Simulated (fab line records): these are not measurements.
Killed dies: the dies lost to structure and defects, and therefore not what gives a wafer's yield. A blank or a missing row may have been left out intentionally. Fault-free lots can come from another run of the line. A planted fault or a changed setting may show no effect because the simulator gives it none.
Which of the tools did it? || flow gf180mcu || 42 wafers from 14 lots sampled at 5 of the route's 602 steps

WHAT EACH GAUGE READ, for each wafer
GF_HV_LDD_TW_MEAS_11. Usual: HV_LDD_TW 2389, standard deviation 24.
{"lot": "L863", "measured": "day 10 16:37", "on": "film_metro-02", "HV_LDD_TW": "2375 2374 2375", "flag": ""}
{"lot": "L864", "measured": "day 10 23:43", "on": "film_metro-02", "HV_LDD_TW": "2384 2368 2375", "flag": ""}
{"lot": "L865", "measured": "day 11 05:53", "on": "film_metro-02", "HV_LDD_TW": "2359 2374 2372", "flag": ""}
{"lot": "L866", "measured": "day 11 13:43", "on": "film_metro-04", "HV_LDD_TW": "2427 2420 2428", "flag": ""}
{"lot": "L869", "measured": "day 12 19:44", "on": "film_metro-02", "HV_LDD_TW": "2368 2365 2366", "flag": ""}
{"lot": "L870", "measured": "day 12 19:58", "on": "film_metro-02", "HV_LDD_TW": "2366 2370 2374", "flag": ""}
{"lot": "L871", "measured": "day 13 01:43", "on": "film_metro-02", "HV_LDD_TW": "2367 2363 2365", "flag": ""}
{"lot": "L872", "measured": "day 13 08:26", "on": "film_metro-02", "HV_LDD_TW": "2355 2371 2382", "flag": ""}
{"lot": "L877", "measured": "day 14 19:40", "on": "film_metro-04", "HV_LDD_TW": "2419 2411 2409", "flag": ""}
{"lot": "L878", "measured": "day 15 09:49", "on": "film_metro-02", "HV_LDD_TW": "2364 2366 2366", "flag": ""}
{"lot": "L880", "measured": "day 15 18:25", "on": "film_metro-02", "HV_LDD_TW": "2396 2377 2364", "flag": ""}
{"lot": "L881", "measured": "day 16 11:04", "on": "film_metro-04", "HV_LDD_TW": "2411 2407 2409", "flag": ""}
{"lot": "L883", "measured": "day 16 16:54", "on": "film_metro-02", "HV_LDD_TW": "2380 2365 2379", "flag": ""}
{"lot": "L884", "measured": "day 17 10:13", "on": "film_metro-01", "HV_LDD_TW": "2431 2414 2417", "flag": ""}

GF_HV_LDD_RS_MEAS_53: measures by four-point-probe. Usual: HV_LDD_RS 417.8 ohm/sq, standard deviation 0.99.
{"lot": "L863", "measured": "day 13 11:53", "on": "film_metro-04", "HV_LDD_RS (ohm/sq)": "415.9 416.7 416.1", "flag": ""}
{"lot": "L864", "measured": "day 13 13:05", "on": "film_metro-04", "HV_LDD_RS (ohm/sq)": "417.1 417.1 417.7", "flag": ""}
{"lot": "L865", "measured": "day 13 15:02", "on": "film_metro-02", "HV_LDD_RS (ohm/sq)": "418.4 417.8 417.7", "flag": ""}
{"lot": "L866", "measured": "day 14 12:29", "on": "film_metro-04", "HV_LDD_RS (ohm/sq)": "418.5 417.9 417.4", "flag": ""}
{"lot": "L869", "measured": "day 15 11:19", "on": "film_metro-02", "HV_LDD_RS (ohm/sq)": "- - -", "flag": "OFF"}
{"lot": "L870", "measured": "day 15 11:35", "on": "film_metro-02", "HV_LDD_RS (ohm/sq)": "418.8 418.1 419.1", "flag": ""}
{"lot": "L871", "measured": "day 15 18:32", "on": "film_metro-01", "HV_LDD_RS (ohm/sq)": "- - -", "flag": "OFF"}
{"lot": "L872", "measured": "day 15 22:59", "on": "film_metro-01", "HV_LDD_RS (ohm/sq)": "416.9 417.0 417.1", "flag": ""}
{"lot": "L877", "measured": "day 17 15:50", "on": "film_metro-01", "HV_LDD_RS (ohm/sq)": "417.9 419.0 417.7", "flag": ""}
{"lot": "L878", "measured": "day 18 07:53", "on": "film_metro-02", "HV_LDD_RS (ohm/sq)": "419.4 418.3 418.8", "flag": ""}
{"lot": "L880", "measured": "day 18 15:28", "on": "film_metro-02", "HV_LDD_RS (ohm/sq)": "417.8 417.1 417.3", "flag": ""}
{"lot": "L881", "measured": "day 19 11:24", "on": "film_metro-02", "HV_LDD_RS (ohm/sq)": "419.0 418.3 418.7", "flag": ""}
{"lot": "L883", "measured": "day 19 17:07", "on": "film_metro-01", "HV_LDD_RS (ohm/sq)": "418.2 417.6 417.1", "flag": ""}
{"lot": "L884", "measured": "day 20 11:38", "on": "film_metro-01", "HV_LDD_RS (ohm/sq)": "417.1 418.5 418.6", "flag": ""}

GF_HV_LDD_THK_MEAS_57. Usual: HV_LDD_CVD_56_THK 89.9 nm, standard deviation 0.8.
{"lot": "L863", "measured": "day 13 14:31", "on": "film_metro-04", "HV_LDD_CVD_56_THK (nm)": "90.0 90.0 90.1", "flag": ""}
{"lot": "L864", "measured": "day 13 18:39", "on": "film_metro-02", "HV_LDD_CVD_56_THK (nm)": "91.1 91.0 90.8", "flag": ""}
{"lot": "L865", "measured": "day 13 19:37", "on": "film_metro-02", "HV_LDD_CVD_56_THK (nm)": "89.2 88.9 89.4", "flag": ""}
{"lot": "L866", "measured": "day 14 16:17", "on": "film_metro-02", "HV_LDD_CVD_56_THK (nm)": "89.7 89.1 89.1", "flag": ""}
{"lot": "L869", "measured": "day 15 14:34", "on": "film_metro-02", "HV_LDD_CVD_56_THK (nm)": "89.6 89.9 89.8", "flag": ""}
{"lot": "L870", "measured": "day 15 15:59", "on": "film_metro-01", "HV_LDD_CVD_56_THK (nm)": "89.1 89.1 89.0", "flag": ""}
{"lot": "L871", "measured": "day 15 21:10", "on": "film_metro-04", "HV_LDD_CVD_56_THK (nm)": "89.9 89.7 89.8", "flag": ""}
{"lot": "L872", "measured": "day 16 01:36", "on": "film_metro-02", "HV_LDD_CVD_56_THK (nm)": "88.9 88.6 89.0", "flag": ""}
{"lot": "L877", "measured": "day 17 18:28", "on": "film_metro-04", "HV_LDD_CVD_56_THK (nm)": "89.1 89.0 88.9", "flag": ""}
{"lot": "L878", "measured": "day 18 10:31", "on": "film_metro-02", "HV_LDD_CVD_56_THK (nm)": "89.7 89.7 89.7", "flag": ""}
{"lot": "L880", "measured": "day 18 18:06", "on": "film_metro-04", "HV_LDD_CVD_56_THK (nm)": "89.9 90.2 90.3", "flag": ""}
{"lot": "L881", "measured": "day 19 14:02", "on": "film_metro-02", "HV_LDD_CVD_56_THK (nm)": "90.8 89.9 90.4", "flag": ""}
{"lot": "L883", "measured": "day 19 19:43", "on": "film_metro-01", "HV_LDD_CVD_56_THK (nm)": "89.2 88.6 88.6", "flag": ""}
{"lot": "L884", "measured": "day 20 14:16", "on": "film_metro-04", "HV_LDD_CVD_56_THK (nm)": "89.8 89.6 89.9", "flag": ""}

WHICH TOOL RAN EACH LOT (tool, then ch and the chambers of the sampled wafers, then the start)
{"lot": "L863", "GF_VT_IMPLANT_RTA_45": "rtp_anneal-02 ch 0, day 8 06:01", "GF_HV_LDD_IMPLANT_36": "implanter-01 ch 0, day 12 15:12"}
{"lot": "L864", "GF_VT_IMPLANT_RTA_45": "rtp_anneal-01 ch 0, day 8 10:46", "GF_HV_LDD_IMPLANT_36": "implanter-03 ch 0, day 12 16:25"}
{"lot": "L865", "GF_VT_IMPLANT_RTA_45": "rtp_anneal-02 ch 0, day 8 15:19", "GF_HV_LDD_IMPLANT_36": "implanter-03 ch 0, day 12 18:18"}
{"lot": "L866", "GF_VT_IMPLANT_RTA_45": "rtp_anneal-02 ch 0, day 9 00:24", "GF_HV_LDD_IMPLANT_36": "implanter-01 ch 0, day 13 15:13"}
{"lot": "L869", "GF_VT_IMPLANT_RTA_45": "rtp_anneal-02 ch 0, day 9 20:44", "GF_HV_LDD_IMPLANT_36": "implanter-03 ch 0, day 14 13:33"}
{"lot": "L870", "GF_VT_IMPLANT_RTA_45": "rtp_anneal-02 ch 0, day 10 07:12", "GF_HV_LDD_IMPLANT_36": "implanter-01 ch 0, day 14 13:46"}
{"lot": "L871", "GF_VT_IMPLANT_RTA_45": "rtp_anneal-02 ch 0, day 10 10:49", "GF_HV_LDD_IMPLANT_36": "implanter-03 ch 0, day 14 19:37"}
{"lot": "L872", "GF_VT_IMPLANT_RTA_45": "rtp_anneal-01 ch 0, day 10 17:32", "GF_HV_LDD_IMPLANT_36": "implanter-04 ch 0, day 15 01:43"}
{"lot": "L877", "GF_VT_IMPLANT_RTA_45": "rtp_anneal-02 ch 0, day 12 01:51", "GF_HV_LDD_IMPLANT_36": "implanter-04 ch 0, day 16 16:37"}
{"lot": "L878", "GF_VT_IMPLANT_RTA_45": "rtp_anneal-02 ch 0, day 12 12:31", "GF_HV_LDD_IMPLANT_36": "implanter-01 ch 0, day 17 07:25"}
{"lot": "L880", "GF_VT_IMPLANT_RTA_45": "rtp_anneal-02 ch 0, day 12 18:22", "GF_HV_LDD_IMPLANT_36": "implanter-03 ch 0, day 17 15:37"}
{"lot": "L881", "GF_VT_IMPLANT_RTA_45": "rtp_anneal-02 ch 0, day 13 11:25", "GF_HV_LDD_IMPLANT_36": "implanter-01 ch 0, day 18 10:25"}
{"lot": "L883", "GF_VT_IMPLANT_RTA_45": "rtp_anneal-02 ch 0, day 13 14:43", "GF_HV_LDD_IMPLANT_36": "implanter-03 ch 0, day 18 15:50"}
{"lot": "L884", "GF_VT_IMPLANT_RTA_45": "rtp_anneal-01 ch 0, day 14 07:57", "GF_HV_LDD_IMPLANT_36": "implanter-03 ch 0, day 19 10:40"}
- GF_VT_IMPLANT_RTA_45: time 30 s.
- GF_HV_LDD_IMPLANT_36

AS READ BY THE TOOLS THEMSELVES (means over the sampled wafers that have a number; for cases with no such wafer, the mark the record gives instead)
GF_VT_IMPLANT_RTA_45. Usual: lamp_power_pct 35.2 %, standard deviation 0.83; wafer_temp_C_max 1054.2, standard deviation 0.94.
{"lot": "L863", "tool": "rtp_anneal-02", "lamp_power_pct (%)": 34.6, "wafer_temp_C_max": 1054.0, "flag": ""}
{"lot": "L864", "tool": "rtp_anneal-01", "lamp_power_pct (%)": 36.4, "wafer_temp_C_max": 1054.8, "flag": ""}
{"lot": "L865", "tool": "rtp_anneal-02", "lamp_power_pct (%)": 34.6, "wafer_temp_C_max": 1053.3, "flag": ""}
{"lot": "L866", "tool": "rtp_anneal-02", "lamp_power_pct (%)": 34.6, "wafer_temp_C_max": 1054.7, "flag": ""}
{"lot": "L869", "tool": "rtp_anneal-02", "lamp_power_pct (%)": 34.6, "wafer_temp_C_max": 1054.2, "flag": ""}
{"lot": "L870", "tool": "rtp_anneal-02", "lamp_power_pct (%)": 34.6, "wafer_temp_C_max": 1054.5, "flag": ""}
{"lot": "L871", "tool": "rtp_anneal-02", "lamp_power_pct (%)": 34.6, "wafer_temp_C_max": 1053.6, "flag": ""}
{"lot": "L872", "tool": "rtp_anneal-01", "lamp_power_pct (%)": 36.4, "wafer_temp_C_max": 1054.7, "flag": ""}
{"lot": "L877", "tool": "rtp_anneal-02", "lamp_power_pct (%)": 34.6, "wafer_temp_C_max": 1054.5, "flag": ""}
{"lot": "L878", "tool": "rtp_anneal-02", "lamp_power_pct (%)": 34.6, "wafer_temp_C_max": 1054.1, "flag": ""}
{"lot": "L880", "tool": "rtp_anneal-02", "lamp_power_pct (%)": 34.6, "wafer_temp_C_max": 1054.1, "flag": ""}
{"lot": "L881", "tool": "rtp_anneal-02", "lamp_power_pct (%)": 34.6, "wafer_temp_C_max": 1054.3, "flag": ""}
{"lot": "L883", "tool": "rtp_anneal-02", "lamp_power_pct (%)": 34.6, "wafer_temp_C_max": 1054.0, "flag": ""}
{"lot": "L884", "tool": "rtp_anneal-01", "lamp_power_pct (%)": 36.3, "wafer_temp_C_max": 1054.7, "flag": ""}

GF_HV_LDD_IMPLANT_36. Usual: tilt_deg 30.000 degrees, standard deviation 0.022.
{"lot": "L863", "tool": "implanter-01", "tilt_deg (degrees)": 29.971, "flag": ""}
{"lot": "L864", "tool": "implanter-03", "tilt_deg (degrees)": 30.004, "flag": ""}
{"lot": "L865", "tool": "implanter-03", "tilt_deg (degrees)": 29.987, "flag": ""}
{"lot": "L866", "tool": "implanter-01", "tilt_deg (degrees)": 29.984, "flag": ""}
{"lot": "L869", "tool": "implanter-03", "tilt_deg (degrees)": 24.653, "flag": "OFF"}
{"lot": "L870", "tool": "implanter-01", "tilt_deg (degrees)": 29.996, "flag": ""}
{"lot": "L871", "tool": "implanter-03", "tilt_deg (degrees)": 24.663, "flag": "OFF"}
{"lot": "L872", "tool": "implanter-04", "tilt_deg (degrees)": 29.996, "flag": ""}
{"lot": "L877", "tool": "implanter-04", "tilt_deg (degrees)": 29.987, "flag": ""}
{"lot": "L878", "tool": "implanter-01", "tilt_deg (degrees)": 29.994, "flag": ""}
{"lot": "L880", "tool": "implanter-03", "tilt_deg (degrees)": 30.022, "flag": ""}
{"lot": "L881", "tool": "implanter-01", "tilt_deg (degrees)": 29.981, "flag": ""}
{"lot": "L883", "tool": "implanter-03", "tilt_deg (degrees)": 30.017, "flag": ""}
{"lot": "L884", "tool": "implanter-03", "tilt_deg (degrees)": 30.012, "flag": ""}

THE ANSWER, worked out from the rows above alone
Rule: a lot counts as off when the mean over its wafers that have a number is more than 3 standard deviations away from the usual mean. A lot without any number at a reading at which 4 lots or more have one is off too. Where the step has rows for the other lots, those lots are counted as sound. After the gauges, taken in route order, come the tools' own readings; for these a lot's mean is taken, as printed above. The first step at which some lot is off is used, and at that step the reading that is off furthest; a lot without a number counts as furthest.
Off: L869, L871, at GF_HV_LDD_RS_MEAS_53 (HV_LDD_RS). Without a number there: L869, L871.
A tool fits if, at a process step before that reading, it ran every lot that is off, and no sound lot after the first of them. Not tried: the gauges at GF_HV_LDD_RS_MEAS_53; whatever is off there is also off at GF_HV_LDD_IMPLANT_36, on other tools, and gauge error can't account for it. Of those tried, none fits.

WHAT THE SIMULATOR PUT IN
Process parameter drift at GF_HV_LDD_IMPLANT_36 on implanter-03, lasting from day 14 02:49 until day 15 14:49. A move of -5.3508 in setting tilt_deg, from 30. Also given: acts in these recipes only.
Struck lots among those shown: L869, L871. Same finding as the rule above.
